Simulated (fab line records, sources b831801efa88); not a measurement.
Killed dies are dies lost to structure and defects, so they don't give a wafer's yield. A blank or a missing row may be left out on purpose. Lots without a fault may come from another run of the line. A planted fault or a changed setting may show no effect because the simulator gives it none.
Which tool did it? | flow gf180mcu | 7 lots, 21 wafers sampled, at 1 step of a route of 602

WHAT THE GAUGES READ, wafer by wafer
GF_V2_CD_MEAS_14: target cd 260 nm.
lot  | measured     | on        | cd_nm (nm)
L774 | day 21 03:23 | cd_sem-01 | 261.4 260.5 261.9
L776 | day 21 18:20 | cd_sem-02 | 261.7 261.4 261.1
L779 | day 22 16:37 | cd_sem-01 | 260.0 260.7 258.8
L787 | day 25 10:16 | cd_sem-01 | 260.4 261.7 261.5
L790 | day 26 06:31 | cd_sem-01 | 259.9 260.0 258.4
L793 | day 27 02:47 | cd_sem-01 | 262.5 263.1 261.8
L796 | day 28 00:05 | cd_sem-02 | 259.8 259.7 258.8

WHICH TOOL RAN EACH LOT (tool, then ch and the chambers of the sampled wafers, then the start)
The record holds no process step before these readings.

THE ANSWER, worked out from the rows above alone
Rule: what is usual is taken from the lots themselves. Put in order of their means at a reading, lots are off if they are a third of the lots or fewer, leave a main group of 4 or more, and stand apart from it by a gap of 3 or more times the standard deviation of the main group's means; of several such gaps the widest counts. A main group whose means are all the same, to the digits that the tables above print for the reading, isn't used. A lot without any number at a reading at which 4 lots or more have one is off too. The other lots that the step has rows for count as sound.
No lot is off at any reading shown: from this, nothing can be told.

WHAT THE SIMULATOR HAD PUT IN
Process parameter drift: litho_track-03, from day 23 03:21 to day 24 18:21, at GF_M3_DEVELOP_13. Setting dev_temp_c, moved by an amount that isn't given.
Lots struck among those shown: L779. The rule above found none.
